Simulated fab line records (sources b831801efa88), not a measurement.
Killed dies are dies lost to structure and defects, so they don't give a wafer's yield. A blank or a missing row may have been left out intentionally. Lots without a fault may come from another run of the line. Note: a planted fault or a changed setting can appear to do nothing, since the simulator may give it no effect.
fab line records	flow sky130
record lots=24	wafers=72	last-day=51
route steps=708 shown CONTACT@432 METAL3@566 CAP2M@604 METAL4@630 VIA4@650 PASSIVATION@683
lots that met no fault: taken from a fault-free run of the same line
start-h: hours from the record's first day to the start of the lot's first wafer shown	wait-h: hours from the lot's prior step to this one	" as in the row above	L1.1+2: a single row standing in for several wafers	- either no value or no given start	* or withheld: withheld	< > ~ a bound
route shown NAME@n: NAME is a module with steps in the file, n the number in the route of the first one	usual: mean and standard deviation over wafers with no fault	same: alike in all rows	chamber/n: place in a boat	sites: each site's reading	_std_site: the values' standard deviation	_edge_site: inner sites' mean taken away from outer sites' mean	radius-mm: how far each site lies from the wafer's centre	mask NAME#n: copy n	behind: the tool/chamber that last shaped the wafer	hold: why the lot went on hold/how many hours it stayed there/how the hold came to an end	device: the n, p or np transistor that did not switch	end of line: the tests these same wafers got at the end of their route	step lacking rows: just its recipe	killed: at the first sort, the dies lost to defects and structure; wafer yield is something else	map: per-die view of a wafer (x killed, . not killed, _ where there is no die)
set.NAME: the setting that was run; set.NAME@STEP: the one run at that earlier step	model.NAME: the simulator's own value behind a step, which no gauge read
route steps across a sampled set of lots; one table per step, one row per wafer
services: the hour from which a tool's chamber was out of use, counted from the record's first day as start-h (under 0 if before that day), plus the number of hours and why
## steps
# step SKY_CONTACT_THK_MEAS_26
# recipe thk-meas-gauge=xrf	reads=W_of_CONTACT_CVD_24
# usual CONTACT_W_THK=342/6.9
lot.wafer	tool	chamber	start-h	wait-h	CONTACT_W_THK[nm]
L074.2	film-metro-01	-	724.68	0.1	335
L074.3	"	-	"	"	346
L074.5	"	-	"	"	343
L075.1	film-metro-04	-	744.45	0.1	341
L075.3	"	-	"	"	339
L075.6	"	-	"	"	337
L076.4	film-metro-02	-	747.14	0.1	338
L076.5	"	-	"	"	332
L076.6	"	-	"	"	339
L077.1	film-metro-04	-	754.46	0.1	343
L077.5	"	-	"	"	342
L077.6	"	-	"	"	341
L078.1	film-metro-02	-	764.86	0.1	331
L078.3	"	-	"	"	339
L078.5	"	-	"	"	329
L079.1	film-metro-01	-	775.93	0.1	344
L079.2	"	-	"	"	350
L079.3	"	-	"	"	348
L082.1	film-metro-01	-	795.34	0.1	343
L082.4	"	-	"	"	352
L082.5	"	-	"	"	346
L081.2	film-metro-01	-	796.76	0.1	347
L081.3	"	-	"	"	356
L081.6	"	-	"	"	356
L080.3	film-metro-02	-	797.84	0.1	333
L080.5	"	-	"	"	334
L080.6	"	-	"	"	334
L083.2	film-metro-01	-	809.97	0.1	349
L083.3	"	-	"	"	347
L083.4	"	-	"	"	347
L084.2	film-metro-02	-	819.79	0.1	330
L084.5	"	-	"	"	344
L084.6	"	-	"	"	332
L085.1	film-metro-01	-	821.70	0.1	346
L085.4	"	-	"	"	359
L085.6	"	-	"	"	346
L086.2	film-metro-01	-	830.22	0.1	347
L086.4	"	-	"	"	346
L086.5	"	-	"	"	353
L087.1	film-metro-01	-	834.13	0.1	350
L087.2	"	-	"	"	347
L087.5	"	-	"	"	354
L088.1	film-metro-02	-	841.28	0.1	332
L088.3	"	-	"	"	328
L088.5	"	-	"	"	329
L089.3	film-metro-02	-	850.70	0.1	333
L089.4	"	-	"	"	341
L089.5	"	-	"	"	339
L090.1	film-metro-02	-	862.70	0.1	336
L090.2	"	-	"	"	343
L090.3	"	-	"	"	336
L091.1	film-metro-01	-	866.98	0.1	355
L091.3	"	-	"	"	344
L091.6	"	-	"	"	341
L092.1	film-metro-01	-	870.03	0.1	342
L092.2	"	-	"	"	346
L092.6	"	-	"	"	339
L093.1	film-metro-04	-	877.17	0.1	336
L093.2	"	-	"	"	342
L093.4	"	-	"	"	339
L094.1	film-metro-01	-	882.22	0.1	346
L094.3	"	-	"	"	342
L094.5	"	-	"	"	342
L095.1	film-metro-02	-	886.87	0.1	344
L095.2	"	-	"	"	336
L095.6	"	-	"	"	342
L096.1	film-metro-02	-	901.01	0.1	340
L096.2	"	-	"	"	342
L096.5	"	-	"	"	337
L097.2	film-metro-01	-	929.89	0.1	343
L097.3	"	-	"	"	347
L097.5	"	-	"	"	354
# step SKY_METAL3_ETCH_16
# recipe chemistry=N2/H2	target=BARC	ion-energy-ev=200	bias-w=100	pressure-mtorr=30	n2-flow-sccm=100	h2-flow-sccm=200	icp-w=500	stop-on=SiO2	time-s=88.2	target-depth-a=600
# usual drypump-motor-current-A=5.8/0.4	oes-product-au=0.626/0.0051	throttle-valve-pct=13.204/0.0085
lot.wafer	tool	chamber	start-h	wait-h	drypump-motor-current-A	oes-product-au	rf-hours-counter-h	throttle-valve-pct
L074.2	rie-metal-01	1	891.54	0.0	6.1	0.628	8	13.209
L074.3	"	0	"	"	5.6	0.621	-	13.214
L074.5	"	1	"	"	6.1	0.620	-	13.201
L075.1	rie-metal-01	1	909.88	0.1	6.1	0.623	9	13.195
L075.3	"	1	"	"	6.1	0.625	-	13.214
L075.6	"	1	"	"	6.1	0.620	-	13.204
L076.4	rie-metal-01	1	912.85	0.0	6.1	0.623	-	13.204
L076.5	"	1	"	"	6.1	0.633	-	13.201
L076.6	"	0	"	"	5.6	0.620	-	13.203
L077.1	rie-metal-02	0	919.19	0.1	5.3	0.623	9	13.201
L077.5	"	0	"	"	5.3	0.636	-	13.206
L077.6	"	0	"	"	5.3	0.620	-	13.200
L078.1	rie-metal-01	0	926.69	0.0	5.7	0.632	0	13.201
L078.3	"	1	"	"	6.1	0.623	-	13.216
L078.5	"	0	"	"	5.7	0.631	-	13.212
L079.1	rie-metal-02	1	938.02	0.0	5.2	0.632	8	13.207
L079.2	"	0	"	"	5.3	0.627	10	13.195
L079.3	"	1	"	"	5.1	0.636	-	13.198
L082.1	rie-metal-01	0	954.91	0.0	5.6	0.625	1	13.181
L082.4	"	1	"	"	6.1	0.626	-	13.197
L082.5	"	0	"	"	5.7	0.632	-	13.199
L081.2	rie-metal-01	1	956.06	0.0	6.1	0.625	11	13.202
L081.3	"	0	"	"	5.7	0.625	-	13.201
L081.6	"	0	"	"	5.6	0.635	-	13.208
L080.3	rie-metal-01	0	957.13	0.0	5.7	0.632	-	13.193
L080.5	"	1	"	"	6.1	0.625	-	13.210
L080.6	"	0	"	"	5.7	0.615	-	13.216
L083.2	rie-metal-02	0	967.32	0.0	5.3	0.625	12	13.192
L083.3	"	0	"	"	5.3	0.622	-	13.208
L083.4	"	1	"	"	5.1	0.630	-	13.198
L084.2	rie-metal-04	1	972.19	0.0	6.3	0.630	5	13.223
L084.5	"	0	"	"	6.1	0.625	-	13.200
L084.6	"	1	"	"	6.3	0.624	-	13.200
L085.1	rie-metal-02	1	976.69	0.0	5.1	0.617	10	13.212
L085.4	"	1	"	"	5.1	0.635	-	13.208
L085.6	"	0	"	"	5.3	0.626	-	13.214
L086.2	rie-metal-02	1	983.82	0.0	5.1	0.636	11	13.193
L086.4	"	0	"	"	5.3	0.623	-	13.220
L086.5	"	0	"	"	5.3	0.621	-	13.207
L087.1	rie-metal-04	1	989.34	0.0	6.3	0.629	5	13.199
L087.2	"	0	"	"	6.1	0.620	12	13.208
L087.5	"	1	"	"	6.3	0.634	-	13.184
L088.1	rie-metal-01	0	993.66	0.0	5.7	0.621	4	13.197
L088.3	"	0	"	"	5.7	0.617	-	13.211
L088.5	"	0	"	"	5.7	0.628	-	13.219
L089.3	rie-metal-02	1	1002.48	0.0	5.1	0.621	-	13.220
L089.4	"	0	"	"	5.3	0.630	-	13.201
L089.5	"	0	"	"	5.3	0.618	-	13.216
L090.1	rie-metal-01	1	1015.89	0.0	6.1	0.625	14	13.196
L090.2	"	0	"	"	5.7	0.620	4	13.207
L090.3	"	0	"	"	5.7	0.627	-	13.199
L091.1	rie-metal-01	1	1020.67	0.0	6.1	0.624	14	13.216
L091.3	"	0	"	"	5.7	0.641	-	13.194
L091.6	"	0	"	"	5.7	0.623	-	13.203
L092.1	rie-metal-04	0	1021.02	0.0	6.1	0.630	14	13.199
L092.2	"	1	"	"	6.3	0.631	8	13.213
L092.6	"	0	"	"	6.1	0.618	-	13.204
L093.1	rie-metal-01	0	1037.19	0.0	5.7	0.627	6	13.199
L093.2	"	1	"	"	6.1	0.628	15	13.194
L093.4	"	1	"	"	6.1	0.628	-	13.215
L094.1	rie-metal-04	1	1039.76	0.0	6.3	0.621	9	13.198
L094.3	"	1	"	"	6.3	0.632	-	13.214
L094.5	"	1	"	"	6.3	0.619	-	13.208
L095.1	rie-metal-04	0	1042.64	0.0	6.1	0.624	15	13.202
L095.2	"	1	"	"	6.3	0.629	9	13.199
L095.6	"	0	"	"	6.1	0.624	-	13.206
L096.1	rie-metal-01	0	1045.78	0.0	5.7	0.623	7	13.205
L096.2	"	1	"	"	6.1	0.631	16	13.208
L096.5	"	1	"	"	6.1	0.628	-	13.206
L097.2	rie-metal-02	1	1082.86	0.1	5.1	0.624	-	13.196
L097.3	"	1	"	"	5.1	0.635	-	13.207
L097.5	"	1	"	"	5.1	0.633	-	13.209
# step SKY_CAP2M_THK_MEAS_01
# recipe reads=SiO2_of_CAP2M_CVD_00
# usual CAP2M_CVD_00_THK=15.48/0.22
lot.wafer	tool	chamber	start-h	wait-h	CAP2M_CVD_00_THK[nm]
L074.2	film-metro-03	-	920.04	-	15.18
L074.3	"	-	"	"	15.23
L074.5	"	-	"	"	15.75
L075.1	film-metro-01	-	937.30	-	15.28
L075.3	"	-	"	"	15.38
L075.6	"	-	"	"	15.63
L076.4	film-metro-04	-	940.35	-	15.60
L076.5	"	-	"	"	15.40
L076.6	"	-	"	"	15.56
L077.1	film-metro-03	-	946.96	-	15.78
L077.5	"	-	"	"	15.93
L077.6	"	-	"	"	15.89
L078.1	film-metro-01	-	954.31	-	15.14
L078.3	"	-	"	"	15.06
L078.5	"	-	"	"	15.39
L079.1	film-metro-03	-	965.20	-	15.47
L079.2	"	-	"	"	15.47
L079.3	"	-	"	"	15.61
L082.1	film-metro-01	-	990.93	-	15.09
L082.4	"	-	"	"	15.41
L082.5	"	-	"	"	15.43
L081.2	film-metro-03	-	991.14	-	15.14
L081.3	"	-	"	"	15.31
L081.6	"	-	"	"	15.57
L080.3	film-metro-03	-	992.24	-	15.36
L080.5	"	-	"	"	16.07
L080.6	"	-	"	"	15.71
L083.2	film-metro-01	-	997.37	-	15.50
L083.3	"	-	"	"	15.50
L083.4	"	-	"	"	15.56
L084.2	film-metro-01	-	999.51	-	15.17
L084.5	"	-	"	"	15.76
L084.6	"	-	"	"	15.49
L085.1	film-metro-01	-	1003.04	-	15.42
L085.4	"	-	"	"	15.81
L085.6	"	-	"	"	15.68
L086.2	film-metro-01	-	1008.38	-	15.27
L086.4	"	-	"	"	15.28
L086.5	"	-	"	"	15.59
L087.1	film-metro-01	-	1015.61	-	15.49
L087.2	"	-	"	"	15.11
L087.5	"	-	"	"	15.71
L088.1	film-metro-01	-	1020.52	-	15.51
L088.3	"	-	"	"	15.64
L088.5	"	-	"	"	15.59
L089.3	film-metro-01	-	1027.92	-	15.13
L089.4	"	-	"	"	15.47
L089.5	"	-	"	"	15.67
L090.1	film-metro-03	-	1041.97	-	15.10
L090.2	"	-	"	"	15.37
L090.3	"	-	"	"	15.07
L091.1	film-metro-04	-	1047.23	-	15.20
L091.3	"	-	"	"	15.41
L091.6	"	-	"	"	15.43
L092.1	film-metro-01	-	1047.88	-	15.28
L092.2	"	-	"	"	15.07
L092.6	"	-	"	"	15.42
L093.1	film-metro-04	-	1062.32	-	15.32
L093.2	"	-	"	"	15.54
L093.4	"	-	"	"	15.73
L094.1	film-metro-01	-	1065.00	-	15.30
L094.3	"	-	"	"	15.20
L094.5	"	-	"	"	15.54
L095.1	film-metro-04	-	1067.99	-	15.75
L095.2	"	-	"	"	15.90
L095.6	"	-	"	"	15.79
L096.1	film-metro-04	-	1070.54	-	15.30
L096.2	"	-	"	"	15.31
L096.5	"	-	"	"	15.65
L097.2	film-metro-01	-	1106.01	-	15.38
L097.3	"	-	"	"	15.23
L097.5	"	-	"	"	15.07
# step SKY_METAL4_OVL_MEAS_14
# usual METAL4_OVL=0/5.3
lot.wafer	tool	chamber	start-h	wait-h	METAL4_OVL[nm]
L074.2	overlay-01	-	967.73	0.1	5
L074.3	"	-	"	"	-3
L074.5	"	-	"	"	-4
L075.1	overlay-02	-	982.03	0.1	1
L075.3	"	-	"	"	5
L075.6	"	-	"	"	2
L076.4	overlay-02	-	985.15	0.1	-6
L076.5	"	-	"	"	1
L076.6	"	-	"	"	0
L077.1	overlay-02	-	992.66	0.1	-7
L077.5	"	-	"	"	-2
L077.6	"	-	"	"	-4
L078.1	overlay-02	-	998.38	0.1	-3
L078.3	"	-	"	"	-1
L078.5	"	-	"	"	-6
L079.1	overlay-01	-	1009.93	0.1	4
L079.2	"	-	"	"	-3
L079.3	"	-	"	"	-3
L082.1	overlay-01	-	1036.81	0.1	3
L082.4	"	-	"	"	1
L082.5	"	-	"	"	8
L081.2	overlay-02	-	1037.78	0.1	2
L081.3	"	-	"	"	4
L081.6	"	-	"	"	1
L080.3	overlay-02	-	1038.24	0.1	9
L080.5	"	-	"	"	2
L080.6	"	-	"	"	1
L083.2	overlay-02	-	1043.56	0.1	6
L083.3	"	-	"	"	0
L083.4	"	-	"	"	5
L084.2	overlay-02	-	1045.36	0.1	-4
L084.5	"	-	"	"	-3
L084.6	"	-	"	"	-2
L085.1	overlay-01	-	1047.43	0.1	-2
L085.4	"	-	"	"	8
L085.6	"	-	"	"	2
L086.2	overlay-01	-	1053.71	0.1	-6
L086.4	"	-	"	"	-6
L086.5	"	-	"	"	0
L087.1	overlay-02	-	1061.48	0.1	-6
L087.2	"	-	"	"	-3
L087.5	"	-	"	"	-6
L088.1	overlay-02	-	1065.73	0.1	-4
L088.3	"	-	"	"	-6
L088.5	"	-	"	"	-2
L089.3	overlay-01	-	1071.14	0.1	4
L089.4	"	-	"	"	5
L089.5	"	-	"	"	8
L090.1	overlay-02	-	1086.26	0.1	-3
L090.2	"	-	"	"	11
L090.3	"	-	"	"	8
L091.1	overlay-02	-	1090.18	0.1	-8
L091.3	"	-	"	"	-2
L091.6	"	-	"	"	2
L092.1	overlay-01	-	1091.13	0.1	2
L092.2	"	-	"	"	-3
L092.6	"	-	"	"	-8
L093.1	overlay-01	-	1103.73	0.1	3
L093.2	"	-	"	"	9
L093.4	"	-	"	"	9
L094.1	overlay-02	-	1107.36	0.1	9
L094.3	"	-	"	"	12
L094.5	"	-	"	"	8
L095.1	overlay-02	-	1108.38	0.1	-2
L095.2	"	-	"	"	-5
L095.6	"	-	"	"	-2
L096.1	overlay-02	-	1111.61	0.1	5
L096.2	"	-	"	"	-8
L096.5	"	-	"	"	5
L097.2	overlay-01	-	1144.88	0.1	-12
L097.3	"	-	"	"	-10
L097.5	"	-	"	"	-4
# step SKY_VIA4_OVL_MEAS_11
# usual VIA4_OVL=-0.2/1.5
lot.wafer	tool	chamber	start-h	wait-h	VIA4_OVL[nm]
L074.2	overlay-01	-	995.54	0.1	-0.5
L074.3	"	-	"	"	-2.3
L074.5	"	-	"	"	0.0
L075.1	overlay-02	-	1005.79	0.1	-2.1
L075.3	"	-	"	"	-1.1
L075.6	"	-	"	"	0.1
L076.4	overlay-02	-	1008.62	0.1	0.2
L076.5	"	-	"	"	0.2
L076.6	"	-	"	"	-0.3
L077.1	overlay-01	-	1016.93	0.1	1.2
L077.5	"	-	"	"	2.4
L077.6	"	-	"	"	0.4
L078.1	overlay-02	-	1022.01	0.1	0.9
L078.3	"	-	"	"	1.3
L078.5	"	-	"	"	-0.3
L079.1	overlay-01	-	1033.48	0.1	-3.0
L079.2	"	-	"	"	-0.5
L079.3	"	-	"	"	-2.1
L082.1	overlay-02	-	1060.09	0.1	-1.9
L082.4	"	-	"	"	1.0
L082.5	"	-	"	"	-0.7
L081.2	overlay-01	-	1061.58	0.1	-0.9
L081.3	"	-	"	"	-0.7
L081.6	"	-	"	"	-1.2
L080.3	overlay-02	-	1061.77	0.1	-1.9
L080.5	"	-	"	"	-1.5
L080.6	"	-	"	"	-3.7
L083.2	overlay-02	-	1067.14	0.1	-0.5
L083.3	"	-	"	"	2.9
L083.4	"	-	"	"	-0.4
L084.2	overlay-01	-	1068.58	0.1	0.1
L084.5	"	-	"	"	2.7
L084.6	"	-	"	"	0.8
L085.1	overlay-01	-	1070.56	0.1	0.3
L085.4	"	-	"	"	0.2
L085.6	"	-	"	"	2.1
L086.2	overlay-01	-	1076.83	0.1	-1.0
L086.4	"	-	"	"	-0.3
L086.5	"	-	"	"	0.3
L087.1	overlay-01	-	1084.31	0.1	-0.9
L087.2	"	-	"	"	-1.0
L087.5	"	-	"	"	-3.2
L088.1	overlay-02	-	1087.49	0.1	0.6
L088.3	"	-	"	"	-0.1
L088.5	"	-	"	"	1.6
L089.3	overlay-01	-	1093.50	0.1	-0.4
L089.4	"	-	"	"	-0.5
L089.5	"	-	"	"	-2.1
L090.1	overlay-01	-	1108.08	0.1	0.6
L090.2	"	-	"	"	2.1
L090.3	"	-	"	"	1.5
L091.1	overlay-02	-	1113.16	0.1	3.0
L091.3	"	-	"	"	1.2
L091.6	"	-	"	"	1.2
L092.1	overlay-02	-	1113.43	0.1	2.8
L092.2	"	-	"	"	-0.8
L092.6	"	-	"	"	0.7
L093.1	overlay-02	-	1124.36	0.1	-0.3
L093.2	"	-	"	"	-1.0
L093.4	"	-	"	"	-0.2
L094.1	overlay-02	-	1128.04	0.1	-0.2
L094.3	"	-	"	"	-0.1
L094.5	"	-	"	"	1.6
L095.1	overlay-01	-	1130.56	0.1	-0.6
L095.2	"	-	"	"	-1.0
L095.6	"	-	"	"	0.3
L096.1	overlay-02	-	1133.38	0.1	-1.5
L096.2	"	-	"	"	-3.0
L096.5	"	-	"	"	-0.2
L097.2	overlay-02	-	1163.21	0.1	-1.4
L097.3	"	-	"	"	-1.2
L097.5	"	-	"	"	0.1
# step SKY_PASSIVATION_CVD_02
# recipe material=Si3N4	target-thk-nm=540	temp-c=400	time-s=withheld	rf-w=450
# usual heater-power-outer-w=403/56	heater-power-w=683/78
lot.wafer	tool	chamber	start-h	wait-h	heater-power-outer-w	heater-power-w
L074.2	pecvd-02	2	1020.82	0.0	402	730
L074.3	"	0	"	"	370	621
L074.5	"	0	"	"	397	661
L075.1	pecvd-03	1	1030.05	0.1	484	787
L075.3	"	0	"	"	385	629
L075.6	"	1	"	"	516	872
L076.4	pecvd-03	1	1032.56	0.1	440	754
L076.5	"	1	"	"	476	790
L076.6	"	2	"	"	319	576
L077.1	pecvd-03	0	1042.31	0.1	399	632
L077.5	"	2	"	"	400	693
L077.6	"	1	"	"	411	695
L078.1	pecvd-03	2	1047.23	0.1	349	608
L078.3	"	0	"	"	391	623
L078.5	"	1	"	"	524	830
L079.1	pecvd-04	2	1057.81	0.1	325	590
L079.2	"	1	"	"	336	613
L079.3	"	2	"	"	349	613
L082.1	pecvd-04	1	1083.43	0.1	349	611
L082.4	"	1	"	"	379	653
L082.5	"	0	"	"	339	586
L081.2	pecvd-04	1	1084.96	0.0	428	708
L081.3	"	0	"	"	441	747
L081.6	"	1	"	"	431	732
L080.3	pecvd-04	2	1085.59	0.0	291	514
L080.5	"	2	"	"	321	558
L080.6	"	0	"	"	381	647
L083.2	pecvd-03	2	1090.17	0.0	391	673
L083.3	"	1	"	"	426	734
L083.4	"	2	"	"	404	694
L084.2	pecvd-04	0	1091.65	0.0	376	641
L084.5	"	0	"	"	398	674
L084.6	"	1	"	"	432	731
L085.1	pecvd-03	2	1094.09	0.1	417	708
L085.4	"	2	"	"	319	568
L085.6	"	0	"	"	329	581
L086.2	pecvd-04	2	1099.39	0.0	288	532
L086.4	"	0	"	"	407	686
L086.5	"	1	"	"	457	727
L087.1	pecvd-03	0	1106.75	0.1	384	636
L087.2	"	2	"	"	372	659
L087.5	"	0	"	"	404	666
L088.1	pecvd-04	0	1110.40	0.1	403	684
L088.3	"	1	"	"	393	682
L088.5	"	0	"	"	422	709
L089.3	pecvd-03	0	1115.82	0.0	341	590
L089.4	"	2	"	"	391	695
L089.5	"	1	"	"	479	788
L090.1	pecvd-03	0	1130.95	0.1	398	641
L090.2	"	2	"	"	411	698
L090.3	"	1	"	"	497	829
L091.1	pecvd-02	2	1135.39	0.1	420	726
L091.3	"	2	"	"	456	778
L091.6	"	2	"	"	382	690
L092.1	pecvd-04	0	1136.03	0.1	369	638
L092.2	"	2	"	"	260	500
L092.6	"	0	"	"	388	697
L093.1	pecvd-02	0	1144.75	0.1	397	644
L093.2	"	1	"	"	527	819
L093.4	"	2	"	"	345	634
L094.1	pecvd-02	1	1149.25	0.1	511	822
L094.3	"	2	"	"	376	688
L094.5	"	0	"	"	420	691
L095.1	pecvd-04	0	1151.59	0.1	426	695
L095.2	"	1	"	"	380	674
L095.6	"	0	"	"	446	716
L096.1	pecvd-02	1	1154.76	0.1	507	814
L096.2	"	2	"	"	414	713
L096.5	"	0	"	"	384	645
L097.2	pecvd-02	1	1182.39	0.0	415	674
L097.3	"	1	"	"	453	734
L097.5	"	1	"	"	487	760
## services
tool	chamber	start-h	hours	kind
pecvd-02	-	882.33	3.1	repair
rie-metal-02	0	905.12	13.0	repair
pecvd-03	-	907.82	15.6	pm
rie-metal-02	1	915.07	13.8	repair
pecvd-04	-	921.69	2.8	pm
pecvd-03	-	923.74	1.7	repair
pecvd-03	-	931.86	1.2	repair
pecvd-04	-	934.83	0.5	repair
rie-metal-02	0	944.98	5.0	repair
pecvd-04	0	982.58	5.9	repair
pecvd-03	-	994.81	0.3	repair
rie-metal-01	-	994.84	14.6	pm
pecvd-04	-	1000.33	0.3	repair
pecvd-03	-	1033.40	1.8	repair
pecvd-04	0	1053.10	10.2	repair
pecvd-03	-	1077.40	0.6	repair
rie-metal-02	0	1082.37	5.1	repair
rie-metal-01	0	1115.28	44.0	repair
rie-metal-02	-	1130.12	0.7	repair
pecvd-03	-	1145.06	0.7	repair
pecvd-03	-	1154.29	5.5	pm
pecvd-04	-	1156.93	1.3	repair
pecvd-03	-	1163.20	1.0	repair
pecvd-03	-	1172.76	2.9	repair
## key
fault none
